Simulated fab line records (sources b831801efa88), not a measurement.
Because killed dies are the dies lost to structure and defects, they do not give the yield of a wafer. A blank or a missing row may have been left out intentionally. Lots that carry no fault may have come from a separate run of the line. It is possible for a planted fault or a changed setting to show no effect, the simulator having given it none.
Matching of chambers || flow gf180mcu || 4 sister chambers for GF_PASSIVATION_ETCH_11 on rie_diel-04
The step etches the open film in CF4/O2, stops on TiN, target depth 1800 nm, time 400 s. 18 wafers are shown with their chamber, then 9 later ones without.

EACH WAFER AND ITS CHAMBER
{"wafer": "L074.1", "chamber": 3, "drypump_motor_current_A (A)": 5.2, "chamber_pressure_mTorr (mTorr)": 149.91, "rf_fwd_power_W (W)": 800.7}
{"wafer": "L074.5", "chamber": 0, "drypump_motor_current_A (A)": 5.1, "chamber_pressure_mTorr (mTorr)": 149.74, "rf_fwd_power_W (W)": 797.0}
{"wafer": "L074.6", "chamber": 3, "drypump_motor_current_A (A)": 5.2, "chamber_pressure_mTorr (mTorr)": 149.69, "rf_fwd_power_W (W)": 798.9}
{"wafer": "L075.2", "chamber": 1, "drypump_motor_current_A (A)": 6.2, "chamber_pressure_mTorr (mTorr)": 149.82, "rf_fwd_power_W (W)": 800.1}
{"wafer": "L075.5", "chamber": 3, "drypump_motor_current_A (A)": 5.2, "chamber_pressure_mTorr (mTorr)": 150.00, "rf_fwd_power_W (W)": 798.4}
{"wafer": "L075.6", "chamber": 1, "drypump_motor_current_A (A)": 6.1, "chamber_pressure_mTorr (mTorr)": 149.99, "rf_fwd_power_W (W)": 797.8}
{"wafer": "L077.1", "chamber": 0, "drypump_motor_current_A (A)": 5.1, "chamber_pressure_mTorr (mTorr)": 150.03, "rf_fwd_power_W (W)": 800.7}
{"wafer": "L077.2", "chamber": 1, "drypump_motor_current_A (A)": 6.1, "chamber_pressure_mTorr (mTorr)": 150.25, "rf_fwd_power_W (W)": 794.9}
{"wafer": "L077.3", "chamber": 3, "drypump_motor_current_A (A)": 5.2, "chamber_pressure_mTorr (mTorr)": 149.85, "rf_fwd_power_W (W)": 800.7}
{"wafer": "L078.1", "chamber": 1, "drypump_motor_current_A (A)": 6.2, "chamber_pressure_mTorr (mTorr)": 150.01, "rf_fwd_power_W (W)": 796.8}
{"wafer": "L078.4", "chamber": 3, "drypump_motor_current_A (A)": 5.2, "chamber_pressure_mTorr (mTorr)": 150.04, "rf_fwd_power_W (W)": 798.2}
{"wafer": "L078.5", "chamber": 0, "drypump_motor_current_A (A)": 5.0, "chamber_pressure_mTorr (mTorr)": 149.94, "rf_fwd_power_W (W)": 797.8}
{"wafer": "L079.1", "chamber": 2, "drypump_motor_current_A (A)": 6.2, "chamber_pressure_mTorr (mTorr)": 150.15, "rf_fwd_power_W (W)": 796.6}
{"wafer": "L079.4", "chamber": 1, "drypump_motor_current_A (A)": 6.1, "chamber_pressure_mTorr (mTorr)": 150.03, "rf_fwd_power_W (W)": 797.6}
{"wafer": "L079.6", "chamber": 0, "drypump_motor_current_A (A)": 5.1, "chamber_pressure_mTorr (mTorr)": 150.07, "rf_fwd_power_W (W)": 799.6}
{"wafer": "L085.1", "chamber": 3, "drypump_motor_current_A (A)": 5.2, "chamber_pressure_mTorr (mTorr)": 149.99, "rf_fwd_power_W (W)": 800.0}
{"wafer": "L085.3", "chamber": 1, "drypump_motor_current_A (A)": 6.2, "chamber_pressure_mTorr (mTorr)": 150.01, "rf_fwd_power_W (W)": 795.8}
{"wafer": "L085.5", "chamber": 3, "drypump_motor_current_A (A)": 5.2, "chamber_pressure_mTorr (mTorr)": 150.04, "rf_fwd_power_W (W)": 794.9}

SIGNATURES, as means of the wafers listed above
{"reading": "drypump_motor_current_A", "chamber 0": 5.075, "chamber 1": 6.150, "chamber 2": 6.200, "chamber 3": 5.200, "scatter within a chamber": 0.0401}
{"reading": "chamber_pressure_mTorr", "chamber 0": 149.9450, "chamber 1": 150.0183, "chamber 2": 150.1500, "chamber 3": 149.9314, "scatter within a chamber": 0.135}
{"reading": "rf_fwd_power_W", "chamber 0": 798.775, "chamber 1": 797.167, "chamber 2": 796.600, "chamber 3": 798.829, "scatter within a chamber": 1.87}
Rule: a wafer lies at a distance from a chamber equal to the root of the sum of squares, over the readings, of (its reading less the chamber's mean, divided by the reading's scatter). If the next closest chamber is less than 2 further off than the closest, the wafer can't be placed; otherwise it belongs to the closest. How the scatter is found: for the shown wafers, subtract from each reading the mean of its chamber, square and add these, divide the total by (wafers less chambers), then take the root.

WAFERS WITH NO CHAMBER GIVEN
{"wafer": "L091.3", "drypump_motor_current_A (A)": 6.1, "chamber_pressure_mTorr (mTorr)": 150.29, "rf_fwd_power_W (W)": 799.0}
{"wafer": "L091.5", "drypump_motor_current_A (A)": 5.2, "chamber_pressure_mTorr (mTorr)": 149.77, "rf_fwd_power_W (W)": 802.8}
{"wafer": "L091.6", "drypump_motor_current_A (A)": 5.1, "chamber_pressure_mTorr (mTorr)": 149.99, "rf_fwd_power_W (W)": 801.3}
{"wafer": "L092.1", "drypump_motor_current_A (A)": 6.2, "chamber_pressure_mTorr (mTorr)": 150.09, "rf_fwd_power_W (W)": 796.9}
{"wafer": "L092.2", "drypump_motor_current_A (A)": 5.1, "chamber_pressure_mTorr (mTorr)": 149.94, "rf_fwd_power_W (W)": 800.6}
{"wafer": "L092.4", "drypump_motor_current_A (A)": 5.2, "chamber_pressure_mTorr (mTorr)": 149.89, "rf_fwd_power_W (W)": 797.7}
{"wafer": "L094.1", "drypump_motor_current_A (A)": 6.2, "chamber_pressure_mTorr (mTorr)": 149.79, "rf_fwd_power_W (W)": 796.8}
{"wafer": "L094.2", "drypump_motor_current_A (A)": 5.1, "chamber_pressure_mTorr (mTorr)": 150.15, "rf_fwd_power_W (W)": 799.3}
{"wafer": "L094.6", "drypump_motor_current_A (A)": 6.1, "chamber_pressure_mTorr (mTorr)": 150.11, "rf_fwd_power_W (W)": 798.8}

EACH ONE'S CHAMBER
{"wafer": "L091.3", "from the rows above": "can't be placed: 1 or 2", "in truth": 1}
{"wafer": "L091.5", "from the rows above": "can't be placed: 3 or 0", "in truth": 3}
{"wafer": "L091.6", "from the rows above": "can't be placed: 0 or 3", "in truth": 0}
{"wafer": "L092.1", "from the rows above": "can't be placed: 2 or 1", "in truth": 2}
{"wafer": "L092.2", "from the rows above": "can't be placed: 0 or 3", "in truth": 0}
{"wafer": "L092.4", "from the rows above": 3, "in truth": 3}
{"wafer": "L094.1", "from the rows above": "can't be placed: 1 or 2", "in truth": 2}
{"wafer": "L094.2", "from the rows above": "can't be placed: 0 or 3", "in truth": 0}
{"wafer": "L094.6", "from the rows above": "can't be placed: 1 or 2", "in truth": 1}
Correct placement for 1 of the 9. Can't be placed from these rows: 8 (the true chamber is among the candidates in 8). Wrongly placed: 0.
